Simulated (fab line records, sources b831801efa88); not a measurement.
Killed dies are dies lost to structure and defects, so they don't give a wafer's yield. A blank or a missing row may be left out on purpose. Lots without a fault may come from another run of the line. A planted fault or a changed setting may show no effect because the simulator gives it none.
Which tool did it? | flow sky130 | 11 lots, 33 wafers sampled, at 4 steps of a route of 708

WHAT THE GAUGES READ, wafer by wafer
SKY_CONTACT_THK_MEAS_26: measures by xrf. Usual: CONTACT_W_THK 348 nm, standard deviation 6.8.
lot  | measured     | on            | CONTACT_W_THK (nm) | flag
L670 | day 31 07:38 | film_metro-01 | 348 350 351        |
L672 | day 32 06:00 | film_metro-03 | 353 357 354        |
L673 | day 32 17:47 | film_metro-01 | 349 351 351        |
L674 | day 33 13:38 | film_metro-01 | 348 341 345        |
L678 | day 34 18:58 | film_metro-04 | 341 341 334        |
L682 | day 36 07:02 | film_metro-03 | 350 353 348        |
L684 | day 36 20:56 | film_metro-03 | 356 361 349        |
L687 | day 37 18:33 | film_metro-04 | 345 338 343        |
L689 | day 38 01:00 | film_metro-01 | 345 343 339        |
L690 | day 38 05:16 | film_metro-04 | 348 345 339        |
L691 | day 38 08:41 | film_metro-01 | 345 343 344        |

WHICH TOOL RAN EACH LOT (tool, then ch and the chambers of the sampled wafers, then the start)
lot  | SKY_SD_N_RTA_14                  | SKY_LI_CONTACT_ETCH_14             | SKY_LI_CONTACT_STRIP_16
L670 | rtp_anneal-01 ch 0, day 27 14:35 | rie_diel-03 ch 0,1,3, day 28 19:57 | plasma_asher-03 ch 0,1, day 28 20:05
L672 | rtp_anneal-01 ch 0, day 28 13:53 | rie_diel-01 ch 0,1,3, day 29 18:57 | plasma_asher-01 ch 0, day 29 19:05
L673 | rtp_anneal-02 ch 0, day 29 02:03 | rie_diel-04 ch 0,1,3, day 30 07:32 | plasma_asher-02 ch 0,1, day 30 07:40
L674 | rtp_anneal-01 ch 0, day 29 22:44 | rie_diel-01 ch 0,3, day 31 03:55   | plasma_asher-01 ch 0,1, day 31 04:03
L678 | rtp_anneal-01 ch 0, day 31 05:32 | rie_diel-03 ch 0,2,3, day 32 09:38 | plasma_asher-02 ch 0,1, day 32 09:46
L682 | rtp_anneal-02 ch 0, day 32 17:39 | rie_diel-03 ch 0,1,3, day 33 22:19 | plasma_asher-02 ch 0,1, day 33 22:27
L684 | rtp_anneal-02 ch 0, day 33 08:05 | rie_diel-04 ch 1,2,3, day 34 12:06 | plasma_asher-03 ch 0,1, day 34 12:14
L687 | rtp_anneal-01 ch 0, day 34 07:20 | rie_diel-04 ch 1,2,3, day 35 10:57 | plasma_asher-02 ch 0,1, day 35 11:05
L689 | rtp_anneal-02 ch 0, day 34 12:37 | rie_diel-04 ch 0,1,2, day 35 16:53 | plasma_asher-03 ch 0,1, day 35 17:01
L690 | rtp_anneal-01 ch 0, day 34 18:05 | rie_diel-01 ch 0,2,3, day 35 21:26 | plasma_asher-03 ch 0,1, day 35 21:34
L691 | rtp_anneal-02 ch 0, day 34 19:38 | rie_diel-03 ch 0,1,3, day 35 22:43 | plasma_asher-02 ch 0,1, day 35 22:51
- SKY_SD_N_RTA_14: time 2 s.
- SKY_LI_CONTACT_ETCH_14: etches BARC in N2/H2, stops on SiO2, time 45.9 s, target depth 60 nm.
- SKY_LI_CONTACT_STRIP_16: strips in O2/N2.

WHAT THE TOOLS THEMSELVES READ (means of the sampled wafers that have a number; where no wafer has one, the mark that the record gives instead)
SKY_SD_N_RTA_14. Usual: lamp_power_pct 15.73 %, standard deviation 0.055; wafer_temp_C_max 1078.1, standard deviation 1.3.
lot  | tool          | lamp_power_pct (%) | wafer_temp_C_max | flag
L670 | rtp_anneal-01 | 15.76              | 1077.9           |
L672 | rtp_anneal-01 | 15.74              | 1077.0           |
L673 | rtp_anneal-02 | 15.69              | 1077.9           |
L674 | rtp_anneal-01 | 15.70              | 1078.4           |
L678 | rtp_anneal-01 | 15.68              | 1078.2           |
L682 | rtp_anneal-02 | 15.69              | 1078.1           |
L684 | rtp_anneal-02 | 15.74              | 1077.4           |
L687 | rtp_anneal-01 | 15.74              | 1077.7           |
L689 | rtp_anneal-02 | 15.68              | 1077.5           |
L690 | rtp_anneal-01 | 15.77              | 1077.7           |
L691 | rtp_anneal-02 | 15.71              | 1077.6           |

SKY_LI_CONTACT_ETCH_14. Usual: bias_w 101.3 W, standard deviation 0.3; chamber_pressure_mTorr 29.996 mTorr, standard deviation 0.027; drypump_motor_current_A 5.8 A, standard deviation 0.39; oes_product_au 0.854 a.u., standard deviation 0.0049; run_length_s 74.0 s, standard deviation 0.38; throttle_valve_pct 13.224 %, standard deviation 0.0089.
lot  | tool        | bias_w (W) | chamber_pressure_mTorr (mTorr) | drypump_motor_current_A (A) | oes_product_au (a.u.) | run_length_s (s) | throttle_valve_pct (%) | flag
L670 | rie_diel-03 | 101.3      | 29.994                         | 5.9                         | 0.852                 | 73.9             | 13.222                 |
L672 | rie_diel-01 | 101.3      | 30.019                         | 6.0                         | 0.856                 | 74.0             | 13.227                 |
L673 | rie_diel-04 | 101.0      | 29.982                         | 5.3                         | 0.857                 | 74.1             | 13.221                 |
L674 | rie_diel-01 | 101.2      | 30.007                         | 5.8                         | 0.856                 | 73.8             | 13.212                 |
L678 | rie_diel-03 | 101.2      | 30.029                         | 5.8                         | 0.855                 | 73.8             | 13.223                 |
L682 | rie_diel-03 | 101.3      | 29.992                         | 5.9                         | 0.850                 | 73.8             | 13.228                 |
L684 | rie_diel-04 | 101.3      | 29.986                         | 5.6                         | 0.855                 | 73.7             | 13.224                 |
L687 | rie_diel-04 | -          | 29.992                         | 5.6                         | 1.011                 | 49.1             | 13.224                 | OFF
L689 | rie_diel-04 | -          | 29.998                         | 5.5                         | 1.010                 | 48.8             | 13.239                 | OFF
L690 | rie_diel-01 | 101.1      | 29.987                         | 5.9                         | 0.856                 | 74.5             | 13.221                 |
L691 | rie_diel-03 | 101.3      | 30.012                         | 5.9                         | 0.857                 | 73.9             | 13.224                 |

SKY_LI_CONTACT_STRIP_16. Usual: chamber_pressure_mTorr 1500.2 mTorr, standard deviation 1.2; drypump_motor_current_A 5.99 A, standard deviation 0.3; oes_product_au 0.375 a.u., standard deviation 0.0051; strip_time_to_endpoint_s 3.480 s, standard deviation 0.028.
lot  | tool            | chamber_pressure_mTorr (mTorr) | drypump_motor_current_A (A) | oes_product_au (a.u.) | strip_time_to_endpoint_s (s) | flag
L670 | plasma_asher-03 | 1501.2                         | 6.24                        | 0.379                 | 3.493                        |
L672 | plasma_asher-01 | 1500.0                         | 6.16                        | 0.375                 | 3.489                        |
L673 | plasma_asher-02 | 1499.8                         | 5.67                        | 0.375                 | 3.484                        |
L674 | plasma_asher-01 | 1500.7                         | 6.14                        | 0.381                 | 3.507                        |
L678 | plasma_asher-02 | 1500.6                         | 5.67                        | 0.377                 | 3.473                        |
L682 | plasma_asher-02 | 1501.3                         | 5.67                        | 0.376                 | 3.472                        |
L684 | plasma_asher-03 | 1501.2                         | 6.22                        | 0.376                 | 3.478                        |
L687 | plasma_asher-02 | 1500.5                         | 5.81                        | 0.384                 | 3.743                        | OFF
L689 | plasma_asher-03 | 1499.2                         | 5.99                        | 0.391                 | 3.768                        | OFF
L690 | plasma_asher-03 | 1499.6                         | 6.24                        | 0.376                 | 3.508                        |
L691 | plasma_asher-02 | 1499.9                         | 5.68                        | 0.375                 | 3.478                        |

THE ANSWER, worked out from the rows above alone
Rule: a lot is off if the mean of its wafers that have a number lies more than 3 standard deviations from the usual mean. A lot without any number at a reading at which 4 lots or more have one is off too. The other lots that the step has rows for count as sound. The gauges are gone through in route order, then the tools' own readings, and for those a lot's mean is taken as printed above. The first step at which some lot is off is used, and at that step the reading that is off furthest; a lot without a number counts as furthest.
Off: L687, L689, at SKY_LI_CONTACT_ETCH_14 (bias_w). Without a number there: L687, L689.
A tool fits if, at that step or a process step before it, it ran every lot that is off, and no sound lot after the first of them. One fits: rie_diel-04 at SKY_LI_CONTACT_ETCH_14. Its last sound lot is L684 (day 34 12:06), its first lot that is off L687 (day 35 10:57): a fault that began between those two fits.
The tool's own readings at SKY_LI_CONTACT_ETCH_14 bear it out: on the lots that are off they differ by more than 5 times the standard deviation of the sound lots' means. oes_product_au reads 1.010 a.u. there against 0.855 a.u. on the sound lots; run_length_s reads 49.0 s there against 73.9 s on the sound lots.
Blank at SKY_LI_CONTACT_ETCH_14 on the lots that are off, where sound lots have numbers: bias_w.

WHAT THE SIMULATOR HAD PUT IN
Process parameter drift: rie_diel-04, from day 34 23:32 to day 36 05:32, at SKY_LI_CONTACT_ETCH_14. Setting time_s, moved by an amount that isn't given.
Lots struck among those shown: L687, L689. The rule above found the same.
